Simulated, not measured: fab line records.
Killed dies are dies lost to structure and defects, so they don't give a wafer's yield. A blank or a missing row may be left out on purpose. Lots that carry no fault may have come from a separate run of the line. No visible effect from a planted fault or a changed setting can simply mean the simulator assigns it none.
fab line records	flow sky130
record: lots: 6	wafers: 18	last-day: 50
route steps=708 shown FIELD_ISO@3
lots that met no fault: taken from a fault-free run of the same line
start-h: hours from the record's opening day to when the first of the lot's shown wafers began	wait-h: hours from the lot's prior step to this one	" the same as in the row above	L1.1+2: a single row standing in for several wafers	- value missing, or start not given	* or withheld: withheld	< > ~ a bound
route shown NAME@n: a module of which the file shows steps, and the number in the route of the first	usual: mean and standard deviation over wafers with no fault	same: alike in all rows	chamber/n: place in a boat	sites: the reading at each site	_std_site: their standard deviation	_edge_site: the outer-site mean with the inner-site mean subtracted	radius-mm: how far each site lies from the wafer's centre	mask NAME#n: copy n	behind: the tool/chamber that last shaped the wafer	hold: cause of the lot's hold/its duration in hours/its outcome	device: the n, p or np transistor that did not switch	end of line: the tests these same wafers got at the end of their route	where a step has no rows: the recipe by itself	killed: dies that structure and defects cost at the first sort, which is not the same as the wafer's yield	map: shows each die of a wafer: x if killed, . if not, _ if none is there
set.NAME: the setting that was run; set.NAME@STEP: the one run at that earlier step	model.NAME: the simulator's own value behind a step, which no gauge read
certain route steps with their lots: each step a table, each wafer a row
services: from which hour (start-h, from the record's first day; less than 0 if before it) a tool's chamber was out of use, for how many hours, and why
== steps ==
step: SKY_FIELD_ISO_THK_MEAS_02
recipe: reads: SiO2_of_FIELD_ISO_OXIDATION_01
usual: FIELD_ISO_OXIDATION_00_THK: 11.89/0.21
lot.wafer	tool	chamber	start-h	wait-h	FIELD_ISO_OXIDATION_00_THK[nm]
L900.1	film-metro-02	-	26.63	0.0	12.13
L900.2	"	-	"	"	12.05
L900.3	"	-	"	"	11.96
L902.2	film-metro-02	-	39.58	0.0	11.86
L902.3	"	-	"	"	11.80
L902.4	"	-	"	"	11.88
L904.1	film-metro-01	-	52.03	0.0	11.87
L904.2	"	-	"	"	11.94
L904.5	"	-	"	"	11.99
L907.2	film-metro-01	-	62.67	0.0	11.98
L907.3	"	-	"	"	11.86
L907.4	"	-	"	"	11.99
L909.1	film-metro-03	-	72.58	0.0	12.12
L909.4	"	-	"	"	11.73
L909.5	"	-	"	"	11.88
L918.2	film-metro-02	-	117.52	0.0	11.73
L918.3	"	-	"	"	12.08
L918.4	"	-	"	"	11.94
step: SKY_FIELD_ISO_CVD_03
recipe: material: Si3N4	precursor: DCS/NH3	target-thk-nm: 165	temp-c: 770	time-s: 2830	pressure-mtorr: 250
step: SKY_FIELD_ISO_THK_MEAS_04
recipe: reads: Si3N4_of_FIELD_ISO_CVD_03
usual: FIELD_ISO_CVD_03_THK: 165.1/1.4
lot.wafer	tool	chamber	start-h	wait-h	FIELD_ISO_CVD_03_THK[nm]
L900.1	film-metro-03	-	29.07	0.0	165.0
L900.2	"	-	"	"	164.7
L900.3	"	-	"	"	163.1
L902.2	film-metro-01	-	41.50	0.0	165.6
L902.3	"	-	"	"	163.0
L902.4	"	-	"	"	162.6
L904.1	film-metro-01	-	54.57	0.0	164.6
L904.2	"	-	"	"	164.8
L904.5	"	-	"	"	163.9
L907.2	film-metro-03	-	64.52	0.0	162.8
L907.3	"	-	"	"	162.2
L907.4	"	-	"	"	163.6
L909.1	film-metro-02	-	75.52	0.0	165.2
L909.4	"	-	"	"	165.1
L909.5	"	-	"	"	165.9
L918.2	film-metro-02	-	119.36	0.0	163.7
L918.3	"	-	"	"	164.5
L918.4	"	-	"	"	164.2
step: SKY_FIELD_ISO_DEHYDRATE_05
recipe: temp-c: 200	time-s: 60
step: SKY_FIELD_ISO_HMDS_06
recipe: prime-time-s: 60	prime-temp-c: 120
step: SKY_FIELD_ISO_COAT_07
recipe: resist: BARC	temp-c: withheld	time-s: withheld	spin-rpm: 3000	resist-thk-nm: 60
step: SKY_FIELD_ISO_COAT_08
recipe: resist: KrF-thick	spin-rpm: 2947	resist-thk-nm: 450
step: SKY_FIELD_ISO_SOFTBAKE_09
recipe: temp-c: 100	time-s: 90	resist: KrF-thick
step: SKY_FIELD_ISO_EXPOSE_10
recipe: mask-id: FOM	na: 0.68	source-shape: annular	sigma-inner: 0.4	sigma-outer: 0.8	target-cd-nm: 150	dose-mj: 28
step: SKY_FIELD_ISO_PEB_11
recipe: peb-temp-c: withheld	peb-time-s: withheld	resist: KrF-thick
step: SKY_FIELD_ISO_DEVELOP_12
recipe: develop-time-s: 60	resist: KrF-thick	dev-temp-c: 21
step: SKY_FIELD_ISO_CD_MEAS_13
recipe: target-cd-nm: 150
usual: cd-nm: 150.0/1.7
lot.wafer	tool	chamber	start-h	wait-h	cd-nm
L900.1	cd-sem-01	-	44.07	-	151.0
L900.2	"	-	"	"	149.7
L900.3	"	-	"	"	150.6
L902.2	cd-sem-01	-	56.86	-	149.1
L902.3	"	-	"	"	149.6
L902.4	"	-	"	"	149.1
L904.1	cd-sem-02	-	69.97	-	149.6
L904.2	"	-	"	"	149.4
L904.5	"	-	"	"	149.9
L907.2	cd-sem-02	-	80.59	-	150.8
L907.3	"	-	"	"	150.6
L907.4	"	-	"	"	151.3
L909.1	cd-sem-01	-	92.64	-	151.1
L909.4	"	-	"	"	147.6
L909.5	"	-	"	"	148.8
L918.2	cd-sem-02	-	137.64	-	151.8
L918.3	"	-	"	"	150.2
L918.4	"	-	"	"	150.2
step: SKY_FIELD_ISO_ETCH_14
recipe: chemistry: N2/H2	target: BARC	ion-energy-ev: 200	source-w: 500	bias-w: 100	pressure-mtorr: 30	n2-flow-sccm: 100	h2-flow-sccm: 200	stop-on: SiO2	time-s: 45.9	target-depth-a: 600
usual: drypump-motor-current-A: 5.9/0.44	oes-product-au: 0.854/0.0048	run-length-s: 74.1/0.39	throttle-valve-pct: 13.225/0.0088
lot.wafer	tool	chamber	start-h	wait-h	drypump-motor-current-A	oes-product-au	rf-hours-counter-h	run-length-s	throttle-valve-pct	model.KrF-thick_of_FIELD_ISO_COAT_08.thk-nm	model.etch.depth-nm	model.FIELD_ISO.cd-nm
L900.1	rie-diel-02	0	44.19	0.1	5.8	0.849	107	74.1	13.235	396.6	59.8	150.2
L900.2	"	1	"	"	6.5	0.858	55	74.0	13.218	396.2	60.08	150.3
L900.3	"	3	"	"	5.2	0.865	69	73.7	13.214	393.3	60.01	150.4
L902.2	rie-diel-02	1	56.96	0.1	6.5	1.002	55	52.2	13.251	416.4	41.33	153.9
L902.3	"	0	"	"	5.8	1.002	107	52.7	13.253	417	41.12	153.6
L902.4	"	2	"	"	6.3	1.003	44	52.0	13.244	416.9	41.12	153.4
L904.1	rie-diel-02	3	70.09	0.1	5.2	0.995	69	51.9	13.241	414.5	41.03	152.9
L904.2	"	1	"	"	6.5	0.995	55	52.0	13.240	414.5	41.13	153.3
L904.5	"	2	"	"	6.3	0.993	-	52.0	13.218	414.8	40.97	153.7
L907.2	rie-diel-01	1	80.69	0.1	6.7	0.858	19	74.3	13.220	395.9	60.07	150.9
L907.3	"	3	"	"	5.2	0.846	154	74.1	13.227	396.1	59.96	150.5
L907.4	"	0	"	"	5.8	0.850	137	74.4	13.224	395.7	60.09	151.5
L909.1	rie-diel-01	2	92.76	0.1	6.1	0.857	17	74.3	13.223	397.9	59.8	151
L909.4	"	0	"	"	5.8	0.853	137	73.7	13.217	398.2	59.76	147
L909.5	"	1	"	"	6.7	0.858	-	74.7	13.240	397	60.03	148.4
L918.2	rie-diel-04	2	137.74	0.1	5.3	0.849	156	74.5	13.227	396.2	59.99	151.7
L918.3	"	3	"	"	6.0	0.855	152	73.8	13.231	398.3	59.91	151.1
L918.4	"	0	"	"	5.9	0.859	36	74.5	13.238	396.5	59.93	150.6
step: SKY_FIELD_ISO_ETCH_15
recipe: chemistry: CHF3/O2	target-depth-nm: 180	stop-on: Si	source-w: 600	bias-w: 200	pressure-mtorr: 40	chf3-flow-sccm: 50	O2_flow_sccm: 5	time-s: 72
usual: drypump-motor-current-A: 5.9/0.44	oes-product-au: 0.946/0.0065	run-length-s: 100.2/0.42	throttle-valve-pct: 8.844/0.0095
lot.wafer	tool	chamber	start-h	wait-h	drypump-motor-current-A	oes-product-au	rf-hours-counter-h	run-length-s	throttle-valve-pct	model.KrF-thick_of_FIELD_ISO_COAT_08.thk-nm
L900.1	rie-diel-02	0	44.23	0.0	5.9	0.950	107	100.3	8.829	242.2
L900.2	"	1	"	"	6.4	0.941	55	99.7	8.847	240
L900.3	"	3	"	"	5.2	0.941	69	99.7	8.849	236.3
L902.2	rie-diel-02	1	57.00	0.0	6.5	0.378	55	99.9	8.678	258.1
L902.3	"	0	"	"	5.8	0.377	107	100.6	8.673	260.8
L902.4	"	2	"	"	6.3	0.375	44	100.0	8.661	259.6
L904.1	rie-diel-02	3	70.13	0.0	5.2	0.370	69	99.9	8.685	256.3
L904.2	"	1	"	"	6.5	0.374	55	100.1	8.672	257.5
L904.5	"	2	"	"	6.2	0.375	-	100.1	8.669	258
L907.2	rie-diel-01	1	80.73	0.0	6.7	0.947	19	100.4	8.837	241.5
L907.3	"	3	"	"	5.1	0.932	154	100.5	8.841	240
L907.4	"	0	"	"	5.8	0.936	137	99.9	8.852	238.3
L909.1	rie-diel-01	2	92.80	0.0	6.1	0.950	17	100.5	8.824	242.1
L909.4	"	0	"	"	5.8	0.941	137	99.9	8.841	241
L909.5	"	1	"	"	6.6	0.962	-	100.5	8.836	240.3
L918.2	rie-diel-04	2	137.78	0.0	5.3	0.946	156	100.5	8.850	237.9
L918.3	"	3	"	"	6.0	0.945	152	99.3	8.839	242.1
L918.4	"	0	"	"	5.9	0.949	36	100.1	8.823	237.2
step: SKY_FIELD_ISO_STRIP_16
recipe: chemistry: O2/N2	power-w: 1400	pressure-mtorr: 1500	platen-temp-c: withheld	o2-flow-sccm: 3000	n2-flow-sccm: 300	overash-fraction: 0.5
usual: drypump-motor-current-A: 5.5/0.49	oes-product-au: 0.380/0.0045	strip-time-to-endpoint-s: 3.585/0.027
lot.wafer	tool	chamber	start-h	wait-h	drypump-motor-current-A	oes-product-au	rf-hours-counter-h	strip-time-to-endpoint-s
L900.1	plasma-asher-01	0	44.29	0.0	6.3	0.374	35	3.612
L900.2	"	1	"	"	6.1	0.384	35	3.600
L900.3	"	0	"	"	6.3	0.379	-	3.544
L902.2	plasma-asher-02	1	57.06	0.0	4.8	0.384	25	3.774
L902.3	"	0	"	"	5.5	0.390	-	3.800
L902.4	"	1	"	"	4.8	0.387	-	3.800
L904.1	plasma-asher-02	1	70.19	0.0	4.8	0.388	26	3.763
L904.2	"	0	"	"	5.4	0.385	26	3.794
L904.5	"	0	"	"	5.5	0.387	-	3.777
L907.2	plasma-asher-02	1	80.79	0.0	4.8	0.374	27	3.596
L907.3	"	0	"	"	5.5	0.380	-	3.572
L907.4	"	1	"	"	4.7	0.388	-	3.581
L909.1	plasma-asher-04	1	92.86	0.0	5.8	0.381	40	3.587
L909.4	"	0	"	"	5.4	0.377	-	3.592
L909.5	"	1	"	"	5.8	0.382	-	3.585
L918.2	plasma-asher-02	0	137.84	0.0	5.4	0.383	33	3.562
L918.3	"	0	"	"	5.5	0.369	-	3.583
L918.4	"	1	"	"	4.7	0.371	-	3.532
step: SKY_FIELD_ISO_ETCH_17
recipe: target-depth-a: 3420	mask-material: Si3N4	chemistry: HBr/Cl2/O2	target: Si	taper-deg: 5	icp-w: 600	bias-w: 145.2	pressure-mtorr: 15	HBr_flow_sccm: 150	Cl2_flow_sccm: 40	O2_flow_sccm: 6	time-s: 97.7
usual: HBr_flow_sccm: 150.0/0.48	drypump-motor-current-A: 5.4/0.49	he-backside-leak-sccm: 2.71/0.22	oes-product-au: 0.992/0.009	run-length-s: 125.97/0.29	throttle-valve-pct: 25.663/0.011
lot.wafer	tool	chamber	start-h	wait-h	HBr_flow_sccm	drypump-motor-current-A	he-backside-leak-sccm	oes-product-au	rf-hours-counter-h	run-length-s	throttle-valve-pct	model.FIELD_ISO.cd-nm
L900.1	rie-si-01	0	44.39	0.1	149.2	5.2	2.86	0.993	1	125.96	25.661	150.3
L900.2	"	3	"	"	149.6	6.1	2.57	0.987	1	125.94	25.679	150.4
L900.3	"	2	"	"	149.8	6.0	2.84	0.979	90	125.50	25.663	150.6
L902.2	rie-si-01	3	57.16	0.1	150.1	6.1	2.57	0.976	1	125.66	25.681	153.7
L902.3	"	2	"	"	150.2	6.0	2.57	0.993	90	125.97	25.651	153.8
L902.4	"	1	"	"	150.2	5.8	2.61	0.983	51	126.36	25.657	152.6
L904.1	rie-si-01	3	70.29	0.1	151.0	6.1	2.49	0.994	1	125.84	25.679	153.2
L904.2	"	1	"	"	149.8	5.8	2.58	0.994	51	126.70	25.667	153.4
L904.5	"	3	"	"	151.5	6.1	2.58	0.989	-	126.47	25.662	154.5
L907.2	rie-si-02	2	80.89	0.1	149.7	4.8	2.73	0.997	106	126.58	25.667	150.4
L907.3	"	1	"	"	150.0	5.5	2.93	1.012	3	126.12	25.633	150.4
L907.4	"	0	"	"	149.8	5.1	2.42	0.984	2	126.30	25.667	151.8
L909.1	rie-si-01	3	92.96	0.1	149.7	6.1	2.48	0.984	1	125.67	25.660	150.6
L909.4	"	0	"	"	149.5	5.1	2.93	0.987	1	125.90	25.674	146.5
L909.5	"	1	"	"	149.5	5.8	2.52	0.976	-	125.96	25.669	147.5
L918.2	rie-si-02	0	137.94	0.1	149.2	5.1	2.39	0.994	2	125.64	25.678	151.7
L918.3	"	3	"	"	149.6	4.7	2.82	0.983	43	126.68	25.672	150.4
L918.4	"	2	"	"	150.2	4.8	2.64	0.989	106	125.65	25.644	149.9
step: SKY_FIELD_ISO_WET_ETCH_18
recipe: chemistry: H3PO4	target-depth-nm: 25	temp-c: 160	target: Si3N4	time-s: 286
== services ==
tool	chamber	start-h	hours	kind
rie-si-01	3	34.24	3.2	repair
rie-si-02	3	40.06	20.0	repair
rie-si-02	3	60.95	9.3	repair
rie-si-01	1	70.47	5.3	repair
rie-si-02	1	96.69	1.5	repair
plasma-asher-04	-	106.32	2.9	repair
rie-si-02	2	110.48	4.0	repair
rie-diel-04	1	130.91	2.2	repair
rie-diel-01	-	132.18	14.6	repair
== key ==
first-sign: step: SKY_FIELD_ISO_ETCH_14	reading: run-length-s	direction: down	sigmas: 57	usual: *	struck: *
effect: step: SKY_FIELD_ISO_ETCH_14	reading: oes-product-au	direction: up	sigmas: 30	usual: 0.854	struck: 0.998
effect: step: SKY_FIELD_ISO_ETCH_15	reading: oes-product-au	direction: down	sigmas: 88	usual: 0.946	struck: 0.375
effect: step: SKY_FIELD_ISO_STRIP_16	reading: strip-time-to-endpoint-s	direction: up	sigmas: 7.4	usual: *	struck: *
model-effect: step: SKY_FIELD_ISO_ETCH_14	value: KrF-thick_of_FIELD_ISO_COAT_08.thk-nm	without: 395.3	struck: 415.7
model-effect: step: SKY_FIELD_ISO_ETCH_15	value: KrF-thick_of_FIELD_ISO_COAT_08.thk-nm	without: 238	struck: 258.4
model-effect: step: SKY_FIELD_ISO_ETCH_17	value: FIELD_ISO.cd-nm	without: 149.5	struck: 153.5
met-at SKY_FIELD_ISO_ETCH_14
struck-wafers L902.2,L902.3,L902.4,L904.1,L904.2,L904.5
rows-end L904.1,L904.2,L904.5
later-rows-left-out L902.2,L902.3,L902.4
sort-left-out L902.2,L902.3,L902.4
tester-left-out L902
onset-between 44.19 56.96
fault: kind: process-parameter-drift	tool: rie-diel-02	chamber: -	onset-h: 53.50	steps: SKY_FIELD_ISO_ETCH_14	channel: time-s	offset: *	shape: step	end-h: 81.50	acts-in: *	stated: *
tester-left-out: of these lots the tester's yield and bins aren't shown, on N5 and GAA mostly nor the transistor test; their killed dies are dies lost to structure and defects alone, not to doping, threshold or leakage, so they don't give the yield
sort-left-out: the simulated sort isn't trusted on such a fault, so these wafers' sort isn't shown, and their yield isn't known
later-rows-left-out: the simulator's readings of these wafers behind a module that went badly wrong aren't trusted and aren't shown, but for the sort
rows-end: these wafers met a further fault down the route, and their rows from its step on are left out
